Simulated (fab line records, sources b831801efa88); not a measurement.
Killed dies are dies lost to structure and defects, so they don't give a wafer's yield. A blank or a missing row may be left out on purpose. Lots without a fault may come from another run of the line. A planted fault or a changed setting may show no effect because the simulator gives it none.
A struck lot beside a sound one | flow sky130 | 14 steps out of a route of 708
Sound: wafers L737.1, L737.3, L737.4. Struck: wafers L728.1, L728.4, L728.5. The cause comes at the end.
At each step with rows: each side's tool, then ch and its chambers, then its first start. Under that, the readings that differ: sound wafers | struck wafers | difference of the means | sigmas: that difference in standard deviations of wafers without a fault.
alike: readings whose means differ by less than 2 such deviations, and words and numbers that are the same on both sides. not compared: withheld readings, readings that some wafer has no value for, bounds like >300 that may hide the same value, and numbers for which the record gives no deviation and whose values overlap.
The two part at a step that has a row with sigmas, a row that says differs or no value, or rows on one side only. Numbers that don't overlap but have no deviation are shown without sigmas and don't part them. A reading that every wafer of one side lacks parts them only if that side has two wafers or more.

first, 6 steps without rows for these wafers: SKY_RES_XHIGH_COAT_02 (resist thk 1140 nm); SKY_RES_XHIGH_SOFTBAKE_03 (time 60 s); SKY_RES_XHIGH_EXPOSE_04 (exposes mask URPM, target cd 1270 nm); SKY_RES_XHIGH_PEB_05; SKY_RES_XHIGH_DEVELOP_06 (develop time 60 s); SKY_RES_XHIGH_IMPLANT_07.
SKY_RES_XHIGH_STRIP_08: strips in O2/N2.
  sound on plasma_asher-04 ch 0,1, day 32 20:12; struck on plasma_asher-01 ch 0, day 29 18:36
  alike: drypump_motor_current_A, o2_flow_sccm, oes_product_au, strip_time_to_endpoint_s
  not compared: rf_hours_counter_h
SKY_RES_XHIGH_TW_MEAS_09:
  sound on film_metro-03, day 32 20:18; struck on film_metro-03, day 29 18:42
  alike: RES_XHIGH_TW
then, 4 steps without rows for these wafers: SKY_SD_N_DEHYDRATE_00 (time 60 s); SKY_SD_N_HMDS_01 (prime time 60 s); SKY_SD_N_COAT_02 (resist thk 1140 nm); SKY_SD_N_SOFTBAKE_03 (time 60 s).
SKY_SD_N_EXPOSE_04: exposes mask NSDM, target cd 380 nm.
  sound on iline_stepper-02 ch 0, day 33 10:03; struck on iline_stepper-02, day 30 08:43
  no value came back on the struck wafers for exposure_dose_mJ_cm2, focus_offset_nm (nm), na; on the sound wafers exposure_dose_mJ_cm2 reads 140.85 141.02 140.87
  alike: mask
then, 1 step without rows for these wafers: SKY_SD_N_PEB_05.

WHERE THEY PART
Only at SKY_SD_N_EXPOSE_04, within this record.

WHY: what the simulator had put in
Skipped step whole: iline_stepper-02, from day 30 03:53 on, at SKY_SD_N_EXPOSE_04. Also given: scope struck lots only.
